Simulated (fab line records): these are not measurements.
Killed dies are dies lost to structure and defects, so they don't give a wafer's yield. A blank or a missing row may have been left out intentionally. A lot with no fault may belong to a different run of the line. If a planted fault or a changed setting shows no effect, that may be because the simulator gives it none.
Which tool did it?    flow sky130    at 1 step of a route of 708, 24 lots with 72 wafers sampled

WHAT THE GAUGES SHOWED, per wafer
SKY_VT_ADJUST_HVTR_OVL_MEAS_08. Usual: VT_ADJUST_HVTR_OVL gives 0.1 nm (standard deviation 1.3).
lot   measured      on          VT_ADJUST_HVTR_OVL (nm)  flag
L074  day 9 12:16   overlay-01  0.6 -0.5 -0.7            
L075  day 9 18:15   overlay-02  -0.8 0.1 -0.3            
L076  day 10 05:52  overlay-02  -1.5 0.1 0.1             
L077  day 10 07:10  overlay-01  -0.3 -0.6 -1.1           
L078  day 10 16:40  overlay-01  -1.8 0.3 -0.3            
L079  day 10 21:25  overlay-01  -0.5 0.1 -0.3            
L080  day 11 04:16  overlay-02  -0.8 -1.1 0.7            
L081  day 11 14:14  overlay-02  0.5 -0.1 0.3             
L082  day 12 01:17  overlay-02  1.1 2.7 1.6              
L083  day 12 18:22  overlay-01  1.0 1.4 2.7              
L085  day 12 19:20  overlay-02  -1.1 -0.6 -0.3           
L084  day 12 21:38  overlay-02  0.5 -0.3 -0.9            
L086  day 12 22:35  overlay-01  -1.6 0.4 1.5             
L087  day 13 14:19  overlay-02  0.8 0.6 -0.1             
L088  day 13 21:53  overlay-01  -1.3 -0.7 -1.5           
L089  day 13 22:23  overlay-01  -1.5 1.1 0.2             
L090  day 14 05:47  overlay-02  1.4 1.4 1.1              
L091  day 14 23:16  overlay-02  -1.7 -2.8 -0.8           
L092  day 15 00:47  overlay-02  2.7 -0.1 1.2             
L093  day 15 06:38  overlay-02  -1.7 -0.2 -1.9           
L094  day 15 14:32  overlay-01  -1.2 0.8 -0.9            
L095  day 15 20:29  overlay-01  -0.1 -1.5 -0.8           
L096  day 16 08:47  overlay-02  0.2 1.0 -0.8             
L097  day 16 14:22  overlay-02  1.4 2.6 3.3              

TOOL THAT RAN EACH LOT (tool first, then ch and the chambers of the sampled wafers, then the start)
There is no process step in the record ahead of these readings.

AS READ BY THE TOOLS THEMSELVES (means over the sampled wafers that have a number; for cases with no such wafer, the mark the record gives instead)
The record holds no such reading with a usual standard deviation.

THE ANSWER, worked out from the rows above alone
Rule: a lot is off if the mean of its wafers that have a number lies more than 3 standard deviations from the usual mean. A lot without any number at a reading at which 4 lots or more have one is off too. Where the step has rows for the other lots, those lots are counted as sound. First the gauges in route order, then the tools' own readings, where a lot's mean is used as printed above. At the first step where some lot is off, the reading lying furthest off is the one used; lots without a number count as furthest.
No lot is off at any reading shown: from this, nothing can be told.

WHAT HAD BEEN PUT IN BY THE SIMULATOR
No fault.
